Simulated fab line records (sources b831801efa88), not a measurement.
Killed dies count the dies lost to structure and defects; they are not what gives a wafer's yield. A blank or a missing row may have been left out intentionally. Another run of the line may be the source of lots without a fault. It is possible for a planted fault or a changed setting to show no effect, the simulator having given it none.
The tool behind it: which one? ; flow sky130 ; 6 lots, 18 wafers sampled, at 3 steps of a route of 708

## WHAT EACH GAUGE READ, for each wafer
SKY_LDD_HVN_TW_MEAS_10.
lot;measured;on;LDD_HVN_TW
L651;day 22 20:28;film metro-02;1468 1459 1467
L656;day 23 03:44;film metro-03;1430 1433 1421
L659;day 23 09:28;film metro-03;1429 1436 1431
L666;day 29 19:33;film metro-03;1282 1282 1286
L668;day 30 04:28;film metro-04;1437 1437 1428
L669;day 30 06:31;film metro-03;1427 1429 1420

## EACH LOT AND THE TOOL THAT RAN IT (in order: tool; ch and the chambers of the sampled wafers; start)
lot;SKY_LDD_HVN_IMPLANT_08;SKY_LDD_HVN_STRIP_09
L651;implanter-01 ch 0, day 22 20:14;plasma asher-02 ch 0,1, day 22 20:21
L656;implanter-01 ch 0, day 23 03:30;plasma asher-03 ch 0, day 23 03:38
L659;implanter-03 ch 0, day 23 09:14;plasma asher-03 ch 0,1, day 23 09:21
L666;implanter-01 ch 0, day 29 19:18;plasma asher-03 ch 0,1, day 29 19:27
L668;implanter-04 ch 0, day 30 04:15;plasma asher-04 ch 0,1, day 30 04:22
L669;implanter-03 ch 0, day 30 06:16;plasma asher-03 ch 0,1, day 30 06:25
- SKY_LDD_HVN_IMPLANT_08
- SKY_LDD_HVN_STRIP_09: strips in O2/N2.

## THE ANSWER, worked out from the rows above alone
Rule: what is usual is taken from the lots themselves. The widest of any qualifying gaps counts: lots, ordered by their means at a reading, are off when they make up no more than a third of the lots, leave a main group of 4 or more, and stand apart from it by 3 or more times the standard deviation of that group's means. If all means in a main group match to the digits the tables above print for the reading, that group is not used. A lot without any number at a reading at which 4 lots or more have one is off too. Where the step has rows for the other lots, those lots are counted as sound.
Off: at SKY_LDD_HVN_TW_MEAS_10 (LDD_HVN_TW), L666. For the main group the mean is 1437 and the standard deviation 14.
A tool fits if, at a process step before that reading, it ran every lot that is off, and no sound lot after the first of them. Gauges at SKY_LDD_HVN_TW_MEAS_10: tried the same way as those tools. One candidate fits, namely implanter-01 at SKY_LDD_HVN_IMPLANT_08. Its last sound lot is L656 (day 23 03:30), its first lot that is off L666 (day 29 19:18): a fault that began between those two fits.

## WHAT HAD BEEN PUT IN BY THE SIMULATOR
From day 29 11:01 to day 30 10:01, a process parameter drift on implanter-01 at SKY_LDD_HVN_IMPLANT_08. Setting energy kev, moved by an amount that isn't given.
Shown lots that were struck: L666. Same finding as the rule above.
